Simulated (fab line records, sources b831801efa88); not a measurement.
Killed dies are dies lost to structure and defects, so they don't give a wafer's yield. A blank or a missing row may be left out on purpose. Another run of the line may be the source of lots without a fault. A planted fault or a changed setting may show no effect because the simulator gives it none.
fab line records -- flow gf180mcu
record: lots: 24, wafers: 72, last-day: 34
route steps=602 shown VT_IMPLANT@100 HV_LDD@183 SALICIDE@284 V1@338
lots that met no fault: taken from a fault-free run of the same line
start-h: start of the lot's first displayed wafer, in hours after the record's first day -- wait-h: hours since the lot's step before -- " unchanged from the row above -- L1.1+2: a single row standing in for several wafers -- - no value present, or no start provided -- * or withheld: withheld -- < > ~ a bound
route shown NAME@n: NAME is a module with steps in the file, n the number in the route of the first one -- usual: mean/standard deviation of fault-free wafers -- same: alike in all rows -- chamber/n: place in a boat -- sites: readings site by site -- _std_site: their standard deviation -- _edge_site: inner sites' mean taken away from outer sites' mean -- radius-mm: how far each site lies from the wafer's centre -- mask NAME#n: copy n -- behind: the tool/chamber that last shaped the wafer -- hold: cause of the lot's hold/its duration in hours/its outcome -- device: which transistor (n, p or np) failed to switch -- end of line: the tests these same wafers got at the end of their route -- a step given without rows: its recipe and nothing more -- killed: dies lost to structure and defects at the first sort, not the wafer's yield -- map: dies across one wafer; x = killed, . = not, _ = none there
set.NAME: the setting that was run; set.NAME@STEP: the one run at that earlier step -- model.NAME: the simulator's own value behind a step, which no gauge read
steps of the route over a sample of lots; a table a step, a row a wafer
services: a tool's chamber out of use, with start hour (start-h, from the record's first day; less than 0 if before it), hours out, and reason
== steps ==
step: GF_VT_IMPLANT_TW_MEAS_10
usual: VT_IMPLANT_TW: 572/3.5
lot.wafer,tool,chamber,start-h,wait-h,VT_IMPLANT_TW
L074.2,film-metro-04,-,110.82,0.1,568
L074.4,film-metro-04,-,110.82,0.1,568
L074.6,film-metro-04,-,110.82,0.1,568
L075.2,film-metro-04,-,117.07,0.1,569
L075.5,film-metro-04,-,117.07,0.1,570
L075.6,film-metro-04,-,117.07,0.1,571
L076.2,film-metro-02,-,123.42,0.1,573
L076.3,film-metro-02,-,123.42,0.1,573
L076.5,film-metro-02,-,123.42,0.1,570
L077.3,film-metro-02,-,134.20,0.1,574
L077.5,film-metro-02,-,134.20,0.1,574
L077.6,film-metro-02,-,134.20,0.1,575
L078.2,film-metro-02,-,139.09,0.1,575
L078.3,film-metro-02,-,139.09,0.1,573
L078.5,film-metro-02,-,139.09,0.1,572
L079.1,film-metro-04,-,143.82,0.1,575
L079.5,film-metro-04,-,143.82,0.1,574
L079.6,film-metro-04,-,143.82,0.1,571
L080.2,film-metro-04,-,152.52,0.1,566
L080.3,film-metro-04,-,152.52,0.1,568
L080.6,film-metro-04,-,152.52,0.1,573
L081.1,film-metro-04,-,155.78,0.1,568
L081.4,film-metro-04,-,155.78,0.1,570
L081.6,film-metro-04,-,155.78,0.1,570
L082.2,film-metro-02,-,160.13,0.1,570
L082.4,film-metro-02,-,160.13,0.1,573
L082.5,film-metro-02,-,160.13,0.1,571
L083.1,film-metro-04,-,166.96,0.1,568
L083.3,film-metro-04,-,166.96,0.1,568
L083.6,film-metro-04,-,166.96,0.1,566
L084.1,film-metro-04,-,175.06,0.1,569
L084.2,film-metro-04,-,175.06,0.1,570
L084.3,film-metro-04,-,175.06,0.1,570
L085.1,film-metro-02,-,179.21,0.1,575
L085.5,film-metro-02,-,179.21,0.1,575
L085.6,film-metro-02,-,179.21,0.1,577
L086.2,film-metro-02,-,188.12,0.1,577
L086.3,film-metro-02,-,188.12,0.1,576
L086.5,film-metro-02,-,188.12,0.1,579
L087.2,film-metro-04,-,193.57,0.1,575
L087.3,film-metro-04,-,193.57,0.1,572
L087.6,film-metro-04,-,193.57,0.1,574
L088.1,film-metro-02,-,197.86,0.1,572
L088.2,film-metro-02,-,197.86,0.1,576
L088.3,film-metro-02,-,197.86,0.1,572
L089.1,film-metro-02,-,203.96,0.1,574
L089.4,film-metro-02,-,203.96,0.1,572
L089.6,film-metro-02,-,203.96,0.1,571
L090.2,film-metro-01,-,212.12,0.1,568
L090.3,film-metro-01,-,212.12,0.1,563
L090.6,film-metro-01,-,212.12,0.1,566
L091.1,film-metro-01,-,216.41,0.1,570
L091.2,film-metro-01,-,216.41,0.1,571
L091.4,film-metro-01,-,216.41,0.1,571
L092.3,film-metro-04,-,225.35,0.1,572
L092.5,film-metro-04,-,225.35,0.1,571
L092.6,film-metro-04,-,225.35,0.1,569
L093.1,film-metro-04,-,228.58,0.1,572
L093.3,film-metro-04,-,228.58,0.1,572
L093.6,film-metro-04,-,228.58,0.1,575
L094.4,film-metro-02,-,235.86,0.1,577
L094.5,film-metro-02,-,235.86,0.1,575
L094.6,film-metro-02,-,235.86,0.1,575
L095.3,film-metro-01,-,242.93,0.1,565
L095.5,film-metro-01,-,242.93,0.1,569
L095.6,film-metro-01,-,242.93,0.1,567
L096.1,film-metro-02,-,249.65,0.1,576
L096.3,film-metro-02,-,249.65,0.1,573
L096.6,film-metro-02,-,249.65,0.1,577
L097.1,film-metro-02,-,256.55,0.1,571
L097.2,film-metro-02,-,256.55,0.1,577
L097.4,film-metro-02,-,256.55,0.1,574
step: GF_HV_LDD_CD_MEAS_07
recipe: target-cd-nm: 400
usual: cd-nm: 399.9/2.4
lot.wafer,tool,chamber,start-h,wait-h,cd-nm
L074.2,cd-sem-01,-,215.82,0.1,399.3
L074.4,cd-sem-01,-,215.82,0.1,399.4
L074.6,cd-sem-01,-,215.82,0.1,399.0
L075.2,cd-sem-02,-,222.02,0.1,399.0
L075.5,cd-sem-02,-,222.02,0.1,396.7
L075.6,cd-sem-02,-,222.02,0.1,396.8
L076.2,cd-sem-02,-,231.76,0.1,400.6
L076.3,cd-sem-02,-,231.76,0.1,400.0
L076.5,cd-sem-02,-,231.76,0.1,397.5
L077.3,cd-sem-02,-,242.36,0.1,401.8
L077.5,cd-sem-02,-,242.36,0.1,400.1
L077.6,cd-sem-02,-,242.36,0.1,401.2
L078.2,cd-sem-02,-,250.54,0.1,404.8
L078.3,cd-sem-02,-,250.54,0.1,402.4
L078.5,cd-sem-02,-,250.54,0.1,404.3
L079.1,cd-sem-02,-,256.32,0.1,403.7
L079.5,cd-sem-02,-,256.32,0.1,402.3
L079.6,cd-sem-02,-,256.32,0.1,402.9
L080.2,cd-sem-01,-,266.57,0.1,400.5
L080.3,cd-sem-01,-,266.57,0.1,399.6
L080.6,cd-sem-01,-,266.57,0.1,398.4
L081.1,cd-sem-02,-,268.47,0.1,396.7
L081.4,cd-sem-02,-,268.47,0.1,396.7
L081.6,cd-sem-02,-,268.47,0.1,395.7
L082.2,cd-sem-02,-,278.01,0.1,398.8
L082.4,cd-sem-02,-,278.01,0.1,400.3
L082.5,cd-sem-02,-,278.01,0.1,399.9
L083.1,cd-sem-02,-,285.12,0.1,399.8
L083.3,cd-sem-02,-,285.12,0.1,397.2
L083.6,cd-sem-02,-,285.12,0.1,401.4
L084.1,cd-sem-02,-,293.15,0.1,398.8
L084.2,cd-sem-02,-,293.15,0.1,400.0
L084.3,cd-sem-02,-,293.15,0.1,399.7
L085.1,cd-sem-01,-,298.42,0.1,399.6
L085.5,cd-sem-01,-,298.42,0.1,399.7
L085.6,cd-sem-01,-,298.42,0.1,400.4
L086.2,cd-sem-02,-,309.09,0.1,399.7
L086.3,cd-sem-02,-,309.09,0.1,398.1
L086.5,cd-sem-02,-,309.09,0.1,397.8
L087.2,cd-sem-01,-,313.67,0.1,398.7
L087.3,cd-sem-01,-,313.67,0.1,397.2
L087.6,cd-sem-01,-,313.67,0.1,399.4
L088.1,cd-sem-01,-,320.67,0.1,401.9
L088.2,cd-sem-01,-,320.67,0.1,399.7
L088.3,cd-sem-01,-,320.67,0.1,399.4
L089.1,cd-sem-01,-,330.19,0.1,404.8
L089.4,cd-sem-01,-,330.19,0.1,403.3
L089.6,cd-sem-01,-,330.19,0.1,403.4
L090.2,cd-sem-02,-,336.54,0.1,400.9
L090.3,cd-sem-02,-,336.54,0.1,401.3
L090.6,cd-sem-02,-,336.54,0.1,405.8
L091.1,cd-sem-02,-,344.40,0.1,395.1
L091.2,cd-sem-02,-,344.40,0.1,395.0
L091.4,cd-sem-02,-,344.40,0.1,396.6
L092.3,cd-sem-01,-,353.68,0.1,398.7
L092.5,cd-sem-01,-,353.68,0.1,399.9
L092.6,cd-sem-01,-,353.68,0.1,398.5
L093.1,cd-sem-02,-,361.10,0.1,402.8
L093.3,cd-sem-02,-,361.10,0.1,404.4
L093.6,cd-sem-02,-,361.10,0.1,402.0
L094.4,cd-sem-01,-,367.26,0.1,400.5
L094.5,cd-sem-01,-,367.26,0.1,399.8
L094.6,cd-sem-01,-,367.26,0.1,399.0
L095.3,cd-sem-01,-,376.69,0.1,399.8
L095.5,cd-sem-01,-,376.69,0.1,397.8
L095.6,cd-sem-01,-,376.69,0.1,401.5
L096.1,cd-sem-01,-,382.60,0.1,398.1
L096.3,cd-sem-01,-,382.60,0.1,397.6
L096.6,cd-sem-01,-,382.60,0.1,397.3
L097.1,cd-sem-01,-,391.34,0.1,401.0
L097.2,cd-sem-01,-,391.34,0.1,402.1
L097.4,cd-sem-01,-,391.34,0.1,401.2
step: GF_HV_LDD_RS_MEAS_53
recipe: thk-meas-gauge: four-point-probe
usual: HV_LDD_RS: 418.4/1.1
lot.wafer,tool,chamber,start-h,wait-h,HV_LDD_RS[ohm/sq]
L074.2,film-metro-04,-,273.26,0.1,417.4
L074.4,film-metro-04,-,273.26,0.1,417.4
L074.6,film-metro-04,-,273.26,0.1,417.5
L075.2,film-metro-04,-,282.82,0.1,417.8
L075.5,film-metro-04,-,282.82,0.1,417.3
L075.6,film-metro-04,-,282.82,0.1,417.4
L076.2,film-metro-04,-,291.27,0.1,418.6
L076.3,film-metro-04,-,291.27,0.1,419.4
L076.5,film-metro-04,-,291.27,0.1,418.6
L077.3,film-metro-03,-,302.87,0.1,417.2
L077.5,film-metro-03,-,302.87,0.1,417.5
L077.6,film-metro-03,-,302.87,0.1,418.2
L078.2,film-metro-04,-,312.17,0.1,418.5
L078.3,film-metro-04,-,312.17,0.1,418.9
L078.5,film-metro-04,-,312.17,0.1,418.7
L079.1,film-metro-04,-,318.75,0.1,416.9
L079.5,film-metro-04,-,318.75,0.1,417.9
L079.6,film-metro-04,-,318.75,0.1,417.9
L080.2,film-metro-02,-,329.82,0.1,418.2
L080.3,film-metro-02,-,329.82,0.1,417.4
L080.6,film-metro-02,-,329.82,0.1,417.4
L081.1,film-metro-04,-,333.19,0.1,418.7
L081.4,film-metro-04,-,333.19,0.1,418.3
L081.6,film-metro-04,-,333.19,0.1,417.8
L082.2,film-metro-04,-,343.35,0.1,418.9
L082.4,film-metro-04,-,343.35,0.1,419.2
L082.5,film-metro-04,-,343.35,0.1,420.2
L083.1,film-metro-02,-,349.85,0.1,418.0
L083.3,film-metro-02,-,349.85,0.1,418.8
L083.6,film-metro-02,-,349.85,0.1,418.6
L084.1,film-metro-02,-,358.27,0.1,419.4
L084.2,film-metro-02,-,358.27,0.1,419.0
L084.3,film-metro-02,-,358.27,0.1,419.1
L085.1,film-metro-03,-,365.34,0.1,419.0
L085.5,film-metro-03,-,365.34,0.1,419.1
L085.6,film-metro-03,-,365.34,0.1,418.2
L086.2,film-metro-03,-,377.08,0.1,418.1
L086.3,film-metro-03,-,377.08,0.1,416.6
L086.5,film-metro-03,-,377.08,0.1,416.5
L087.2,film-metro-02,-,380.76,0.1,420.3
L087.3,film-metro-02,-,380.76,0.1,420.4
L087.6,film-metro-02,-,380.76,0.1,420.1
L088.1,film-metro-04,-,388.60,0.1,419.9
L088.2,film-metro-04,-,388.60,0.1,419.9
L088.3,film-metro-04,-,388.60,0.1,419.9
L089.1,film-metro-02,-,399.49,0.1,418.9
L089.4,film-metro-02,-,399.49,0.1,420.0
L089.6,film-metro-02,-,399.49,0.1,418.2
L090.2,film-metro-02,-,405.87,0.1,417.1
L090.3,film-metro-02,-,405.87,0.1,418.2
L090.6,film-metro-02,-,405.87,0.1,419.2
L091.1,film-metro-04,-,415.16,0.1,420.0
L091.2,film-metro-04,-,415.16,0.1,418.9
L091.4,film-metro-04,-,415.16,0.1,418.1
L092.3,film-metro-04,-,424.77,0.1,418.5
L092.5,film-metro-04,-,424.77,0.1,419.0
L092.6,film-metro-04,-,424.77,0.1,419.2
L093.1,film-metro-04,-,432.93,0.1,417.6
L093.3,film-metro-04,-,432.93,0.1,416.7
L093.6,film-metro-04,-,432.93,0.1,416.5
L094.4,film-metro-02,-,439.31,0.1,418.7
L094.5,film-metro-02,-,439.31,0.1,420.2
L094.6,film-metro-02,-,439.31,0.1,420.3
L095.3,film-metro-03,-,449.89,0.1,416.1
L095.5,film-metro-03,-,449.89,0.1,418.6
L095.6,film-metro-03,-,449.89,0.1,418.0
L096.1,film-metro-03,-,456.78,0.1,415.9
L096.3,film-metro-03,-,456.78,0.1,415.9
L096.6,film-metro-03,-,456.78,0.1,417.1
L097.1,film-metro-02,-,465.31,0.1,418.6
L097.2,film-metro-02,-,465.31,0.1,419.0
L097.4,film-metro-02,-,465.31,0.1,419.6
step: GF_SALICIDE_RTA_06
recipe: temp-c: 530, time-s: 30, ambient: N2
usual: anneal-temp-c-max: 532.7/0.58, lamp-power-pct: 6.8/0.51, wafer_temp_C_max: 532.1/0.72
lot.wafer,tool,chamber,start-h,wait-h,anneal-temp-c-max,lamp-power-pct,wafer_temp_C_max
L074.2,rtp-anneal-01,0,339.21,0.1,532.1,6.3,533.1
L074.4,rtp-anneal-01,0,339.21,0.1,532.9,6.3,532.5
L074.6,rtp-anneal-01,0,339.21,0.1,532.7,6.3,533.7
L075.2,rtp-anneal-01,0,349.77,0.1,532.5,6.3,532.8
L075.5,rtp-anneal-01,0,349.77,0.1,532.4,6.3,533.1
L075.6,rtp-anneal-01,0,349.77,0.1,532.2,6.3,532.4
L076.2,rtp-anneal-01,0,359.50,0.1,533.2,6.3,533.1
L076.3,rtp-anneal-01,0,359.50,0.1,533.1,6.3,532.7
L076.5,rtp-anneal-01,0,359.50,0.1,532.5,6.3,532.3
L077.3,rtp-anneal-01,0,372.52,0.1,533.3,6.3,532.0
L077.5,rtp-anneal-01,0,372.52,0.1,533.0,6.3,532.2
L077.6,rtp-anneal-01,0,372.52,0.1,533.5,6.3,532.0
L078.2,rtp-anneal-02,0,382.71,0.1,532.3,7.3,532.4
L078.3,rtp-anneal-02,0,382.71,0.1,532.4,7.3,531.7
L078.5,rtp-anneal-02,0,382.71,0.1,532.6,7.3,531.3
L079.1,rtp-anneal-02,0,389.29,0.1,532.0,7.3,531.3
L079.5,rtp-anneal-02,0,389.29,0.1,532.5,7.3,532.2
L079.6,rtp-anneal-02,0,389.29,0.1,533.7,7.3,532.1
L080.2,rtp-anneal-01,0,402.75,0.1,533.1,6.3,532.3
L080.3,rtp-anneal-01,0,402.75,0.1,533.0,6.3,532.6
L080.6,rtp-anneal-01,0,402.75,0.1,533.5,6.3,532.5
L081.1,rtp-anneal-01,0,404.62,0.1,532.2,6.3,531.8
L081.4,rtp-anneal-01,0,404.62,0.1,533.0,6.3,532.5
L081.6,rtp-anneal-01,0,404.62,0.1,533.3,6.3,531.9
L082.2,rtp-anneal-02,0,419.05,0.1,531.9,7.3,531.8
L082.4,rtp-anneal-02,0,419.05,0.1,531.9,7.3,531.9
L082.5,rtp-anneal-02,0,419.05,0.1,532.3,7.3,531.9
L083.1,rtp-anneal-01,0,424.57,0.1,532.9,6.3,533.9
L083.3,rtp-anneal-01,0,424.57,0.1,533.6,6.3,532.7
L083.6,rtp-anneal-01,0,424.57,0.1,533.8,6.3,532.7
L084.1,rtp-anneal-02,0,433.14,0.1,532.5,7.3,531.3
L084.2,rtp-anneal-02,0,433.14,0.1,531.4,7.3,531.5
L084.3,rtp-anneal-02,0,433.14,0.1,532.8,7.3,531.4
L085.1,rtp-anneal-01,0,442.23,0.1,533.0,6.3,532.7
L085.5,rtp-anneal-01,0,442.23,0.1,532.9,6.3,532.6
L085.6,rtp-anneal-01,0,442.23,0.1,533.2,6.3,533.2
L086.2,rtp-anneal-02,0,454.22,0.1,532.4,7.3,531.1
L086.3,rtp-anneal-02,0,454.22,0.1,533.0,7.3,532.0
L086.5,rtp-anneal-02,0,454.22,0.1,532.4,7.3,531.4
L087.2,rtp-anneal-02,0,457.67,0.1,532.4,7.3,531.6
L087.3,rtp-anneal-02,0,457.67,0.1,532.5,7.3,531.1
L087.6,rtp-anneal-02,0,457.67,0.1,531.8,7.3,531.5
L088.1,rtp-anneal-02,0,465.91,0.1,532.1,7.3,531.1
L088.2,rtp-anneal-02,0,465.91,0.1,532.0,7.3,530.9
L088.3,rtp-anneal-02,0,465.91,0.1,532.3,7.3,531.4
L089.1,rtp-anneal-02,0,475.58,0.1,532.9,7.3,531.4
L089.4,rtp-anneal-02,0,475.58,0.1,531.7,7.3,531.9
L089.6,rtp-anneal-02,0,475.58,0.1,533.2,7.3,531.0
L090.2,rtp-anneal-01,0,484.98,0.1,532.5,6.3,533.4
L090.3,rtp-anneal-01,0,484.98,0.1,534.9,6.3,532.8
L090.6,rtp-anneal-01,0,484.98,0.1,533.8,6.3,532.6
L091.1,rtp-anneal-02,0,493.23,0.1,532.4,7.3,531.6
L091.2,rtp-anneal-02,0,493.23,0.1,532.4,7.3,531.4
L091.4,rtp-anneal-02,0,493.23,0.1,532.8,7.3,531.1
L092.3,rtp-anneal-02,0,502.71,0.1,532.5,7.3,532.0
L092.5,rtp-anneal-02,0,502.71,0.1,532.3,7.3,531.3
L092.6,rtp-anneal-02,0,502.71,0.1,532.7,7.3,531.8
L093.1,rtp-anneal-01,0,510.77,0.1,532.8,6.3,532.5
L093.3,rtp-anneal-01,0,510.77,0.1,533.4,6.3,532.8
L093.6,rtp-anneal-01,0,510.77,0.1,532.4,6.3,533.0
L094.4,rtp-anneal-01,0,516.17,0.1,533.2,6.3,532.8
L094.5,rtp-anneal-01,0,516.17,0.1,533.6,6.3,532.6
L094.6,rtp-anneal-01,0,516.17,0.1,533.8,6.3,532.3
L095.3,rtp-anneal-02,0,526.10,0.1,532.6,7.3,531.6
L095.5,rtp-anneal-02,0,526.10,0.1,532.4,7.3,531.6
L095.6,rtp-anneal-02,0,526.10,0.1,532.4,7.3,531.8
L096.1,rtp-anneal-02,0,532.80,0.1,532.1,7.3,530.6
L096.3,rtp-anneal-02,0,532.80,0.1,532.0,7.3,531.6
L096.6,rtp-anneal-02,0,532.80,0.1,532.2,7.3,531.6
L097.1,rtp-anneal-01,0,542.29,0.1,533.3,6.3,533.1
L097.2,rtp-anneal-01,0,542.29,0.1,533.1,6.3,533.0
L097.4,rtp-anneal-01,0,542.29,0.1,532.4,6.3,533.0
step: GF_V1_THK_MEAS_03
recipe: reads: SiO2_of_V1_CVD_02
usual: V1_CVD_02_THK: 853/16
lot.wafer,tool,chamber,start-h,wait-h,V1_CVD_02_THK[nm]
L074.2,film-metro-01,-,386.49,0.0,861
L074.4,film-metro-01,-,386.49,0.0,855
L074.6,film-metro-01,-,386.49,0.0,875
L075.2,film-metro-03,-,399.20,0.0,861
L075.5,film-metro-03,-,399.20,0.0,850
L075.6,film-metro-03,-,399.20,0.0,863
L076.2,film-metro-02,-,408.78,0.0,856
L076.3,film-metro-02,-,408.78,0.0,849
L076.5,film-metro-02,-,408.78,0.0,853
L077.3,film-metro-03,-,421.94,0.1,860
L077.5,film-metro-03,-,421.94,0.1,860
L077.6,film-metro-03,-,421.94,0.1,860
L078.2,film-metro-03,-,434.01,0.0,833
L078.3,film-metro-03,-,434.01,0.0,832
L078.5,film-metro-03,-,434.01,0.0,845
L079.1,film-metro-01,-,440.58,0.0,859
L079.5,film-metro-01,-,440.58,0.0,865
L079.6,film-metro-01,-,440.58,0.0,865
L080.2,film-metro-03,-,456.38,0.0,826
L080.3,film-metro-03,-,456.38,0.0,830
L080.6,film-metro-03,-,456.38,0.0,841
L081.1,film-metro-01,-,456.93,0.0,845
L081.4,film-metro-01,-,456.93,0.0,855
L081.6,film-metro-01,-,456.93,0.0,847
L082.2,film-metro-02,-,471.21,0.0,875
L082.4,film-metro-02,-,471.21,0.0,878
L082.5,film-metro-02,-,471.21,0.0,877
L083.1,film-metro-03,-,476.56,0.0,864
L083.3,film-metro-03,-,476.56,0.0,864
L083.6,film-metro-03,-,476.56,0.0,867
L084.1,film-metro-01,-,485.47,0.0,843
L084.2,film-metro-01,-,485.47,0.0,863
L084.3,film-metro-01,-,485.47,0.0,823
L085.1,film-metro-02,-,495.00,0.1,827
L085.5,film-metro-02,-,495.00,0.1,865
L085.6,film-metro-02,-,495.00,0.1,830
L086.2,film-metro-02,-,506.30,0.0,823
L086.3,film-metro-02,-,506.30,0.0,837
L086.5,film-metro-02,-,506.30,0.0,841
L087.2,film-metro-02,-,508.99,0.0,837
L087.3,film-metro-02,-,508.99,0.0,825
L087.6,film-metro-02,-,508.99,0.0,838
L088.1,film-metro-01,-,517.98,0.0,837
L088.2,film-metro-01,-,517.98,0.0,837
L088.3,film-metro-01,-,517.98,0.0,819
L089.1,film-metro-02,-,526.12,0.0,841
L089.4,film-metro-02,-,526.12,0.0,855
L089.6,film-metro-02,-,526.12,0.0,868
L090.2,film-metro-03,-,535.41,0.0,875
L090.3,film-metro-03,-,535.41,0.0,846
L090.6,film-metro-03,-,535.41,0.0,891
L091.1,film-metro-01,-,543.48,0.0,823
L091.2,film-metro-01,-,543.48,0.0,849
L091.4,film-metro-01,-,543.48,0.0,872
L092.3,film-metro-03,-,551.94,0.1,845
L092.5,film-metro-03,-,551.94,0.1,880
L092.6,film-metro-03,-,551.94,0.1,871
L093.1,film-metro-01,-,560.17,0.0,831
L093.3,film-metro-01,-,560.17,0.0,850
L093.6,film-metro-01,-,560.17,0.0,855
L094.4,film-metro-02,-,564.02,0.0,872
L094.5,film-metro-02,-,564.02,0.0,860
L094.6,film-metro-02,-,564.02,0.0,883
L095.3,film-metro-01,-,574.03,0.1,841
L095.5,film-metro-01,-,574.03,0.1,847
L095.6,film-metro-01,-,574.03,0.1,866
L096.1,film-metro-01,-,580.94,0.0,855
L096.3,film-metro-01,-,580.94,0.0,882
L096.6,film-metro-01,-,580.94,0.0,892
L097.1,film-metro-01,-,589.62,0.0,834
L097.2,film-metro-01,-,589.62,0.0,837
L097.4,film-metro-01,-,589.62,0.0,844
step: GF_V1_STRIP_18
recipe: chemistry: O2/N2, power-w: 1400, pressure-mtorr: 1500, platen-temp-c: 250, o2-flow-sccm: 3000, n2-flow-sccm: 300, overash-fraction: 0.5
usual: drypump-motor-current-A: 5.8/0.39, heater-power-w: 333/32, n2-flow-sccm: 300.0/0.97, oes-product-au: 0.593/0.0053
lot.wafer,tool,chamber,start-h,wait-h,drypump-motor-current-A,heater-power-w,n2-flow-sccm,oes-product-au,rf-hours-counter-h
L074.2,plasma-asher-02,1,411.10,-,5.9,342,302.0,0.589,63
L074.4,plasma-asher-02,0,411.10,-,6.2,380,300.3,0.594,-
L074.6,plasma-asher-02,0,411.10,-,6.2,382,300.3,0.591,-
L075.2,plasma-asher-02,1,423.83,-,6.0,328,299.4,0.596,65
L075.5,plasma-asher-02,1,423.83,-,5.9,342,300.2,0.593,-
L075.6,plasma-asher-02,0,423.83,-,6.2,380,299.1,0.589,-
L076.2,plasma-asher-02,1,434.30,-,6.0,341,299.9,0.592,66
L076.3,plasma-asher-02,1,434.30,-,6.0,346,299.5,0.587,-
L076.5,plasma-asher-02,1,434.30,-,6.0,332,298.8,0.598,-
L077.3,plasma-asher-02,1,447.53,-,5.9,341,299.3,0.594,-
L077.5,plasma-asher-02,0,447.53,-,6.2,378,301.7,0.603,-
L077.6,plasma-asher-02,1,447.53,-,5.9,333,298.6,0.599,-
L078.2,plasma-asher-02,1,459.35,-,6.0,340,300.2,0.602,69
L078.3,plasma-asher-02,0,459.35,-,6.2,369,302.1,0.590,-
L078.5,plasma-asher-02,1,459.35,-,6.0,332,301.0,0.594,-
L079.1,plasma-asher-01,1,465.50,-,5.3,310,301.2,0.596,30
L079.5,plasma-asher-01,0,465.50,-,5.2,324,300.6,0.597,-
L079.6,plasma-asher-01,1,465.50,-,5.3,323,300.4,0.596,-
L080.2,plasma-asher-03,1,481.85,-,5.8,258,299.9,0.588,85
L080.3,plasma-asher-03,1,481.85,-,5.9,265,299.7,0.598,-
L080.6,plasma-asher-03,0,481.85,-,6.0,311,300.4,0.590,-
L081.1,plasma-asher-01,1,482.15,-,5.3,316,300.6,0.590,32
L081.4,plasma-asher-01,0,482.15,-,5.2,315,300.7,0.592,-
L081.6,plasma-asher-01,0,482.15,-,5.2,322,300.4,0.594,-
L082.2,plasma-asher-01,0,496.00,-,5.2,327,298.0,0.580,33
L082.4,plasma-asher-01,1,496.00,-,5.2,320,300.9,0.597,-
L082.5,plasma-asher-01,0,496.00,-,5.2,313,299.6,0.586,-
L083.1,plasma-asher-02,1,501.58,-,6.0,335,300.6,0.594,73
L083.3,plasma-asher-02,0,501.58,-,6.2,371,300.2,0.583,-
L083.6,plasma-asher-02,0,501.58,-,6.2,384,300.6,0.591,-
L084.1,plasma-asher-01,0,510.00,-,5.2,323,299.0,0.582,35
L084.2,plasma-asher-01,1,510.00,-,5.3,316,301.2,0.589,35
L084.3,plasma-asher-01,0,510.00,-,5.2,317,299.4,0.592,-
L085.1,plasma-asher-01,0,518.93,-,5.2,327,298.5,0.591,36
L085.5,plasma-asher-01,0,518.93,-,5.2,309,299.4,0.594,-
L085.6,plasma-asher-01,1,518.93,-,5.3,320,300.5,0.590,-
L086.2,plasma-asher-02,1,530.70,-,5.9,337,299.5,0.584,76
L086.3,plasma-asher-02,1,530.70,-,5.9,330,300.7,0.597,-
L086.5,plasma-asher-02,0,530.70,-,6.2,378,298.3,0.592,-
L087.2,plasma-asher-02,1,532.80,-,5.9,329,301.3,0.597,77
L087.3,plasma-asher-02,0,532.80,-,6.2,363,298.6,0.599,-
L087.6,plasma-asher-02,0,532.80,-,6.2,374,300.0,0.592,-
L088.1,plasma-asher-02,0,541.80,-,6.2,377,299.7,0.601,78
L088.2,plasma-asher-02,1,541.80,-,6.0,330,299.1,0.591,78
L088.3,plasma-asher-02,0,541.80,-,6.2,379,299.5,0.586,-
L089.1,plasma-asher-03,0,549.79,-,6.0,332,300.5,0.588,92
L089.4,plasma-asher-03,0,549.79,-,5.9,321,300.6,0.594,-
L089.6,plasma-asher-03,0,549.79,-,5.9,314,301.5,0.595,-
L090.2,plasma-asher-02,1,559.10,-,5.9,345,301.1,0.588,80
L090.3,plasma-asher-02,1,559.10,-,6.0,339,301.2,0.597,-
L090.6,plasma-asher-02,1,559.10,-,6.0,337,300.2,0.590,-
L091.1,plasma-asher-01,0,566.80,-,5.2,308,299.7,0.585,40
L091.2,plasma-asher-01,1,566.80,-,5.3,319,300.4,0.599,40
L091.4,plasma-asher-01,1,566.80,-,5.3,317,300.0,0.598,-
L092.3,plasma-asher-02,0,575.18,-,6.2,390,301.6,0.597,-
L092.5,plasma-asher-02,0,575.18,-,6.2,378,300.7,0.585,-
L092.6,plasma-asher-02,1,575.18,-,6.0,344,301.1,0.604,-
L093.1,plasma-asher-01,0,583.18,-,5.2,324,298.8,0.596,42
L093.3,plasma-asher-01,0,583.18,-,5.2,313,299.4,0.593,-
L093.6,plasma-asher-01,1,583.18,-,5.3,317,298.8,0.587,-
L094.4,plasma-asher-03,1,586.08,-,5.9,261,299.0,0.598,-
L094.5,plasma-asher-03,0,586.08,-,6.0,324,299.0,0.595,-
L094.6,plasma-asher-03,1,586.08,-,5.9,268,299.9,0.600,-
L095.3,plasma-asher-02,0,596.08,-,6.2,379,298.4,0.586,-
L095.5,plasma-asher-02,1,596.08,-,6.0,338,299.6,0.594,-
L095.6,plasma-asher-02,0,596.08,-,6.2,377,299.8,0.596,-
L096.1,plasma-asher-03,1,603.00,-,5.8,263,300.6,0.601,97
L096.3,plasma-asher-03,0,603.00,-,6.0,318,301.0,0.588,-
L096.6,plasma-asher-03,0,603.00,-,5.9,322,302.3,0.591,-
L097.1,plasma-asher-01,1,611.83,-,5.3,321,298.7,0.596,45
L097.2,plasma-asher-01,0,611.83,-,5.2,325,299.9,0.591,45
L097.4,plasma-asher-01,1,611.83,-,5.2,328,299.4,0.590,-
== services ==
tool,chamber,start-h,hours,kind
rtp-anneal-02,-,373.79,5.0,pm
plasma-asher-02,-,427.23,0.7,repair
plasma-asher-01,-,447.01,16.1,repair
rtp-anneal-01,-,523.11,5.0,pm
plasma-asher-01,-,536.57,8.6,repair
plasma-asher-02,-,548.04,0.4,repair
plasma-asher-03,-,592.38,2.2,repair
plasma-asher-02,-,598.81,45.5,repair
== key ==
fault none
